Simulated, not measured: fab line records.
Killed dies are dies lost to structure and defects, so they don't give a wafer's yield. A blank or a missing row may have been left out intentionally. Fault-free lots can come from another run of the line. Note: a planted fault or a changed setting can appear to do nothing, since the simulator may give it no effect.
A struck lot beside a sound one | flow sky130 | 20 steps out of a route of 708
Sound: the wafers L479.2, L479.3, L479.6. Wafers L468.3, L468.4, L468.6 were the ones struck. The cause is given at the end.
At each step with rows: each side's tool, then ch and its chambers, then its first start. Under that, the readings that differ: sound wafers | struck wafers | difference of the means | sigmas: that difference in standard deviations of wafers without a fault.
alike: same words and numbers on both sides, and readings whose means sit less than 2 such deviations apart. not compared: any withheld reading, any reading some wafer has no value for, any bound like >300 that may hide the same value, and any number with overlapping values for which the record gives no deviation.
The two part at a step that has a row with sigmas, a row that says differs or no value, or rows on one side only. Non-overlapping numbers with no deviation appear without sigmas and do not part them. A reading missing from all wafers of one side parts the sides only when that side holds two or more wafers.

SKY_RES_XHIGH_STRIP_08: strips in O2/N2.
  sound on plasma-asher-01 ch 0,1, day 33 22:55; struck on plasma-asher-01 ch 0,1, day 29 19:41
  alike: drypump-motor-current-A, oes-product-au, strip-time-to-endpoint-s
  not compared: rf-hours-counter-h
SKY_RES_XHIGH_TW_MEAS_09:
  sound on film-metro-03, day 33 23:01; struck on film-metro-03, day 29 19:47
  alike: RES_XHIGH_TW
then, 7 steps without rows for these wafers: SKY_SD_N_DEHYDRATE_00 (time 60 s); SKY_SD_N_HMDS_01 (prime time 60 s); SKY_SD_N_COAT_02 (resist thk 1140 nm); SKY_SD_N_SOFTBAKE_03 (time 60 s); SKY_SD_N_EXPOSE_04 (exposes mask NSDM, target cd 380 nm); SKY_SD_N_PEB_05; SKY_SD_N_DEVELOP_06 (develop time 60 s).
SKY_SD_N_CD_MEAS_07: the cd target is 380 nm.
  sound on cd-sem-02, day 35 01:24; struck on cd-sem-01, day 30 23:32
  alike: cd-nm
SKY_SD_N_OVL_MEAS_08:
  sound on overlay-02, day 35 01:31; struck on overlay-02, day 30 23:38
  alike: SD_N_OVL
following that, these wafers have no rows for 1 step: SKY_SD_N_IMPLANT_09.
SKY_SD_N_IMPLANT_10:
  sound on implanter-01 ch 0, day 35 01:43; struck on implanter-04 ch 0, day 31 00:10
  alike: dose-ions-cm2
SKY_SD_N_STRIP_11: strips in O2/N2.
  sound on plasma-asher-01 ch 0,1, day 35 01:50; struck on plasma-asher-01 ch 0,1, day 31 00:19
  alike: drypump-motor-current-A, oes-product-au, strip-time-to-endpoint-s
  not compared: rf-hours-counter-h
SKY_SD_N_TW_MEAS_12:
  sound on film-metro-02, day 35 01:57; struck on film-metro-02, day 31 00:23
  alike: SD_N_TW
then, 1 step without rows for these wafers: SKY_SD_N_CLEAN_13 (cleans in SC1/SC2, time 150 s).
SKY_SD_N_RTA_14: time 2 s.
  sound on rtp-anneal-02 ch 0, day 35 02:06; struck on rtp-anneal-01 ch 0, day 31 00:31
  alike: lamp-power-pct, wafer_temp_C_max
SKY_SD_N_RS_MEAS_16: a four-point-probe measurement.
  sound on film-metro-03, day 35 02:17; struck on film-metro-02, day 31 00:45
  reading          | sound             | struck            | difference | sigmas
  SD_N_RS (ohm/sq) | 68.29 68.48 68.38 | 66.22 66.32 66.27 | -2.11      | -12
SKY_SD_N_RS_MEAS_17: a four-point-probe measurement.
  sound on film-metro-03, day 35 02:25; struck on film-metro-02, day 31 00:52
  alike: SD_P_RS
-- record jumps: 17 days separate the struck wafers' starts on either side; left off in module SD_N, taken up again in module PAD_OPEN, whose first shown step is the route's number 708 --
SKY_PAD_OPEN_PROBE_99:
  sound on prober-01, day 50 19:53; struck on prober-02, day 48 01:37
  reading                                 | sound             | struck          | difference | sigmas
  model.etest.sonos-uncharged.r-on-ohm-um | 827.1 806.5 819.6 | 774.8 791 796.9 | -30.2      |
  model.etest.res-ndiff-hv.rs-ohm-sq      | 114.6 114.8 115   | 113.5 113 112.9 | -1.7       |
  alike: killed_at_M0_to_M3, killed_at_M4_up, killed-at-contacts, killed-at-front-end, killed-at-other, killed-dies, killed-open, killed-short
  not compared: model.etest.res-ndiff.line-ohm-um, model.etest.res-ndiff.rs-ohm-sq

== WHERE THEY PART ==
Only at SKY_SD_N_RS_MEAS_16, as far as this record shows. Later steps at which nothing parts them and some readings are alike: SKY_SD_N_RS_MEAS_17, SKY_PAD_OPEN_PROBE_99.

WHY: whatever the simulator had introduced
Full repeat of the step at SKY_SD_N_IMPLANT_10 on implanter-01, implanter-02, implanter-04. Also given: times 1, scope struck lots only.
